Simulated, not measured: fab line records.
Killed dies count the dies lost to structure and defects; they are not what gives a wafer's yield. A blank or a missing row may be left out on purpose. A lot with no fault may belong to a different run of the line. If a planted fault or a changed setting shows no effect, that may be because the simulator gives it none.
What tool caused it? / flow gf180mcu / Sampling: 6 lots, 18 wafers, 3 of 602 route steps

WHAT THE GAUGES READ, wafer by wafer
GF_HV_LDD_TW_MEAS_23.
lot=L588; measured=day 11 01:06; on=filmMetro-04; HV_LDD_2_TW=1044 1038 1035
lot=L592; measured=day 12 06:59; on=filmMetro-02; HV_LDD_2_TW=1069 1064 1065
lot=L596; measured=day 13 17:32; on=filmMetro-04; HV_LDD_2_TW=1034 1039 1037
lot=L598; measured=day 14 07:57; on=filmMetro-01; HV_LDD_2_TW=1042 1041 1041
lot=L600; measured=day 14 19:19; on=filmMetro-01; HV_LDD_2_TW=1034 1041 1042
lot=L609; measured=day 17 15:25; on=filmMetro-02; HV_LDD_2_TW=30 30 30

WHICH TOOL RAN EACH LOT (tool, then ch and the chambers of the sampled wafers, then the start)
lot=L588; GF_HV_LDD_STRIP_10=plasmaAsher-04 ch 1, day 10 06:38; GF_HV_LDD_STRIP_22=plasmaAsher-03 ch 0,1, day 11 01:00
lot=L592; GF_HV_LDD_STRIP_10=plasmaAsher-04 ch 0,1, day 11 11:45; GF_HV_LDD_STRIP_22=plasmaAsher-02 ch 0,1, day 12 06:48
lot=L596; GF_HV_LDD_STRIP_10=plasmaAsher-04 ch 0,1, day 12 21:26; GF_HV_LDD_STRIP_22=plasmaAsher-03 ch 0,1, day 13 17:26
lot=L598; GF_HV_LDD_STRIP_10=plasmaAsher-03 ch 0,1, day 13 11:08; GF_HV_LDD_STRIP_22=plasmaAsher-02 ch 0,1, day 14 07:52
lot=L600; GF_HV_LDD_STRIP_10=plasmaAsher-03 ch 1, day 13 22:18; GF_HV_LDD_STRIP_22=plasmaAsher-04 ch 0, day 14 19:12
lot=L609; GF_HV_LDD_STRIP_10=plasmaAsher-04 ch 0,1, day 16 16:29; GF_HV_LDD_STRIP_22=plasmaAsher-03 ch 0,1, day 17 15:20
- GF_HV_LDD_STRIP_10: strips in O2/N2.
- GF_HV_LDD_STRIP_22: strips in O2/N2.

THE ANSWER, worked out from the rows above alone
Rule: what is usual is taken from the lots themselves. Put in order of their means at a reading, lots are off if they are a third of the lots or fewer, leave a main group of 4 or more, and stand apart from it by a gap of 3 or more times the standard deviation of the main group's means; of several such gaps the widest counts. Not used: any main group whose means are identical at the precision the tables above print for the reading. A lot without any number at a reading at which 4 lots or more have one is off too. All remaining lots with rows at the step are treated as sound.
Off: at GF_HV_LDD_TW_MEAS_23 (HV_LDD_2_TW), L609. Main group: mean 1044, sd 11.
If a tool, at a process step before that reading, ran all the lots that are off and no sound lot after the first of them, it fits. Those tools and the gauges at GF_HV_LDD_TW_MEAS_23 are tried in the same way. Can't be told from this: 3 tools fit, plasmaAsher-04 at GF_HV_LDD_STRIP_10, plasmaAsher-03 at GF_HV_LDD_STRIP_22, filmMetro-02 at GF_HV_LDD_TW_MEAS_23.

WHAT WAS PUT IN BY THE SIMULATOR
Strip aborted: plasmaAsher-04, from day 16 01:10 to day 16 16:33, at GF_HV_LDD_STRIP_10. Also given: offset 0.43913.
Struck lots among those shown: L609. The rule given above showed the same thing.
